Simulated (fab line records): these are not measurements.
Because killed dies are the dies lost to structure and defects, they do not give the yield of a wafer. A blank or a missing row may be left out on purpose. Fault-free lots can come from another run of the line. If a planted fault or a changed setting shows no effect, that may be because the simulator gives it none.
Matching of chambers ; flow sky130 ; rieDiel-04 running SKY_POLY_CUT_ETCH_10: 4 sister chambers
The step etches BARC in N2/H2, stops on SiO2, time 45.9 s, target depth 60 nm. 4 wafers are shown with their chamber, then 8 later ones without.

== WAFERS PAIRED WITH THEIR CHAMBERS ==
wafer;chamber;drypumpMotorCurrentA (A)
L414.3;3;5.6
L421.4;0;6.2
L422.5;2;5.6
L426.3;1;5.3

== WAFERS WHOSE CHAMBER IS MISSING ==
wafer;drypumpMotorCurrentA (A)
L426.4;5.6
L426.5;5.7
L429.1;6.2
L429.2;5.6
L429.3;5.7
L430.2;5.6
L430.3;5.2
L430.4;5.6

== WHICH CHAMBER EACH ONE RAN IN ==
wafer;from the rows above;in truth
L426.4;can't be placed: 2 or 3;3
L426.5;can't be placed: 2 or 3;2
L429.1;0;0
L429.2;can't be placed: 2 or 3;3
L429.3;can't be placed: 2 or 3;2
L430.2;can't be placed: 2 or 3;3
L430.3;1;1
L430.4;can't be placed: 2 or 3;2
2 of 8 placed correctly. These rows do not allow placing 6 (true chamber among the candidates in 6). 0 placed wrongly.
How it was worked out, from the rows above alone: a wafer's distance from a chamber is the root of the sum, over the readings, of the square of ((its reading less the chamber's mean) divided by the reading's scatter). The wafer belongs to the nearest chamber; if the next one is less than 2 further off, it can't be placed. A chamber's mean is the mean of its shown wafers. The scatter: with one shown wafer a chamber, the root of the mean of the squares of how far each hidden wafer lies from its nearest shown one.
